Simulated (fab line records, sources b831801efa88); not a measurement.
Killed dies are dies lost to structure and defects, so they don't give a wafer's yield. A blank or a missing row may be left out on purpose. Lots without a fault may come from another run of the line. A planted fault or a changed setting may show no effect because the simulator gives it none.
Which tool did it? | flow gf180mcu | 6 lots, 18 wafers sampled, at 2 steps of a route of 602

WHAT THE GAUGES READ, wafer by wafer
GF_STI_CD_MEAS_12: target cd 220 nm.
lot  | measured    | on        | cd_nm (nm)
L490 | day 2 16:27 | cd_sem-02 | 218.4 218.1 218.8
L492 | day 3 05:47 | cd_sem-02 | 217.4 218.0 218.2
L496 | day 4 00:17 | cd_sem-01 | 317.1 317.0 317.3
L503 | day 5 11:59 | cd_sem-02 | 218.7 219.6 219.5
L505 | day 5 21:55 | cd_sem-01 | 221.2 221.9 221.3
L508 | day 6 13:41 | cd_sem-02 | 220.7 221.5 219.8

WHICH TOOL RAN EACH LOT (tool, then ch and the chambers of the sampled wafers, then the start)
lot  | GF_STI_PEB_10
L490 | litho_track-03 ch 0, day 2 16:06
L492 | litho_track-01 ch 0, day 3 05:26
L496 | litho_track-03 ch 0, day 3 23:58
L503 | litho_track-02 ch 0, day 5 11:38
L505 | litho_track-02 ch 0, day 5 21:34
L508 | litho_track-02 ch 0, day 6 13:20
- GF_STI_PEB_10: peb time 90 s.

THE ANSWER, worked out from the rows above alone
Rule: what is usual is taken from the lots themselves. Put in order of their means at a reading, lots are off if they are a third of the lots or fewer, leave a main group of 4 or more, and stand apart from it by a gap of 3 or more times the standard deviation of the main group's means; of several such gaps the widest counts. A main group whose means are all the same, to the digits that the tables above print for the reading, isn't used. A lot without any number at a reading at which 4 lots or more have one is off too. The other lots that the step has rows for count as sound.
Off: L496, at GF_STI_CD_MEAS_12 (cd_nm). The main group: mean 219.5 nm, standard deviation 1.3.
A tool fits if, at a process step before that reading, it ran every lot that is off, and no sound lot after the first of them. The gauges at GF_STI_CD_MEAS_12 are tried like those tools. One fits: litho_track-03 at GF_STI_PEB_10. Its last sound lot is L490 (day 2 16:06), its first lot that is off L496 (day 3 23:58): a fault that began between those two fits.

WHAT THE SIMULATOR HAD PUT IN
Process parameter drift: litho_track-03, from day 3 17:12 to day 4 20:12, at GF_STI_PEB_10. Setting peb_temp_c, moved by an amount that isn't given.
Lots struck among those shown: L496. The rule above found the same.
